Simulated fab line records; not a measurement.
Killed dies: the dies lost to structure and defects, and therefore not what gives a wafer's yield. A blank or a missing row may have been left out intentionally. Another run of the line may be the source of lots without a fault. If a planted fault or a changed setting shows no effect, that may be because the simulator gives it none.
The tool behind it: which one? :: flow sky130 :: Sampling: 13 lots, 38 wafers, 2 of 708 route steps

WHAT EACH GAUGE READ, for each wafer
SKY_CAP2M_THK_MEAS_01. Usual: CAP2M_CVD_00_THK typically reads 15.49 nm, with standard deviation 0.27.
lot: L653
measured: day 39 17:19
on: film_metro-04
CAP2M_CVD_00_THK (nm): 15.12 15.78 15.91
flag: 

lot: L654
measured: day 39 20:34
on: film_metro-03
CAP2M_CVD_00_THK (nm): 15.63 15.91 15.59
flag: 

lot: L655
measured: day 40 02:34
on: film_metro-01
CAP2M_CVD_00_THK (nm): 15.50 15.22 15.61
flag: 

lot: L656
measured: day 40 12:44
on: film_metro-01
CAP2M_CVD_00_THK (nm): 15.32 15.22 15.15
flag: 

lot: L657
measured: day 40 20:26
on: film_metro-01
CAP2M_CVD_00_THK (nm): 15.43 14.91 15.43
flag: 

lot: L658
measured: day 41 07:09
on: film_metro-03
CAP2M_CVD_00_THK (nm): 15.14 15.35 15.69
flag: 

lot: L659
measured: day 41 10:21
on: film_metro-03
CAP2M_CVD_00_THK (nm): 15.09 15.55 15.57
flag: 

lot: L660
measured: day 41 20:27
on: film_metro-01
CAP2M_CVD_00_THK (nm): 15.88 15.60 15.75
flag: 

lot: L661
measured: day 42 04:34
on: film_metro-03
CAP2M_CVD_00_THK (nm): 15.80 15.74 15.57
flag: 

lot: L662
measured: day 42 06:20
on: film_metro-03
CAP2M_CVD_00_THK (nm): 15.58 15.67 15.84
flag: 

lot: L671
measured: day 44 17:36
on: film_metro-04
CAP2M_CVD_00_THK (nm): 15.20 14.30
flag: 

lot: L674
measured: day 45 16:11
on: film_metro-03
CAP2M_CVD_00_THK (nm): 15.43 15.64 15.44
flag: 

lot: L676
measured: day 46 22:29
on: film_metro-04
CAP2M_CVD_00_THK (nm): 15.40 14.81 15.44
flag: 

EACH LOT AND THE TOOL THAT RAN IT (in order: tool; ch and the chambers of the sampled wafers; start)
lot: L653
SKY_CAP2M_CVD_00: pecvd-04 ch 0,1,2, day 39 17:16

lot: L654
SKY_CAP2M_CVD_00: pecvd-02 ch 0,1, day 39 20:32

lot: L655
SKY_CAP2M_CVD_00: pecvd-04 ch 1,2, day 40 02:32

lot: L656
SKY_CAP2M_CVD_00: pecvd-01 ch 0,1, day 40 12:42

lot: L657
SKY_CAP2M_CVD_00: pecvd-01 ch 0,1,2, day 40 20:25

lot: L658
SKY_CAP2M_CVD_00: pecvd-01 ch 1,2, day 41 07:07

lot: L659
SKY_CAP2M_CVD_00: pecvd-01 ch 0,2, day 41 10:19

lot: L660
SKY_CAP2M_CVD_00: pecvd-04 ch 0,1, day 41 20:25

lot: L661
SKY_CAP2M_CVD_00: pecvd-04 ch 0,1,2, day 42 04:29

lot: L662
SKY_CAP2M_CVD_00: pecvd-02 ch 0,2, day 42 06:19

lot: L671
SKY_CAP2M_CVD_00: pecvd-04 ch 2, day 44 17:34

lot: L674
SKY_CAP2M_CVD_00: pecvd-02 ch 0,1,2, day 45 16:10

lot: L676
SKY_CAP2M_CVD_00: pecvd-01 ch 1,2, day 46 22:28
- SKY_CAP2M_CVD_00: deposits SiO2, target thk 15.5 nm.

AS READ BY THE TOOLS THEMSELVES (means over the sampled wafers that have a number; for cases with no such wafer, the mark the record gives instead)
SKY_CAP2M_CVD_00. Usual: heater_power_w 725 W, standard deviation 71; susceptor_temp_C 399.96 C, standard deviation 0.23.
lot: L653
tool: pecvd-04
heater_power_w (W): 708
susceptor_temp_C (C): 400.04
flag: 

lot: L654
tool: pecvd-02
heater_power_w (W): 792
susceptor_temp_C (C): 400.07
flag: 

lot: L655
tool: pecvd-04
heater_power_w (W): 767
susceptor_temp_C (C): 399.98
flag: 

lot: L656
tool: pecvd-01
heater_power_w (W): 700
susceptor_temp_C (C): 400.01
flag: 

lot: L657
tool: pecvd-01
heater_power_w (W): 686
susceptor_temp_C (C): 399.87
flag: 

lot: L658
tool: pecvd-01
heater_power_w (W): 695
susceptor_temp_C (C): 399.95
flag: 

lot: L659
tool: pecvd-01
heater_power_w (W): 657
susceptor_temp_C (C): 400.00
flag: 

lot: L660
tool: pecvd-04
heater_power_w (W): 756
susceptor_temp_C (C): 399.84
flag: 

lot: L661
tool: pecvd-04
heater_power_w (W): 766
susceptor_temp_C (C): 399.75
flag: 

lot: L662
tool: pecvd-02
heater_power_w (W): 700
susceptor_temp_C (C): 399.82
flag: 

lot: L671
tool: pecvd-04
heater_power_w (W): 827
susceptor_temp_C (C): 399.94
flag: 

lot: L674
tool: pecvd-02
heater_power_w (W): 763
susceptor_temp_C (C): 400.19
flag: 

lot: L676
tool: pecvd-01
heater_power_w (W): 762
susceptor_temp_C (C): 399.93
flag: 

THE ANSWER, worked out from the rows above alone
Rule: a lot is off if the mean of its wafers that have a number lies more than 3 standard deviations from the usual mean. Also off: a lot with no number at a reading for which 4 or more lots have one. Any other lot the step has rows for is counted as sound. After the gauges, taken in route order, come the tools' own readings; for these a lot's mean is taken, as printed above. The first step at which some lot is off is used, and at that step the reading that is off furthest; a lot without a number counts as furthest.
None of the lots is off at any reading shown; this tells nothing.

WHAT THE SIMULATOR HAD INSERTED
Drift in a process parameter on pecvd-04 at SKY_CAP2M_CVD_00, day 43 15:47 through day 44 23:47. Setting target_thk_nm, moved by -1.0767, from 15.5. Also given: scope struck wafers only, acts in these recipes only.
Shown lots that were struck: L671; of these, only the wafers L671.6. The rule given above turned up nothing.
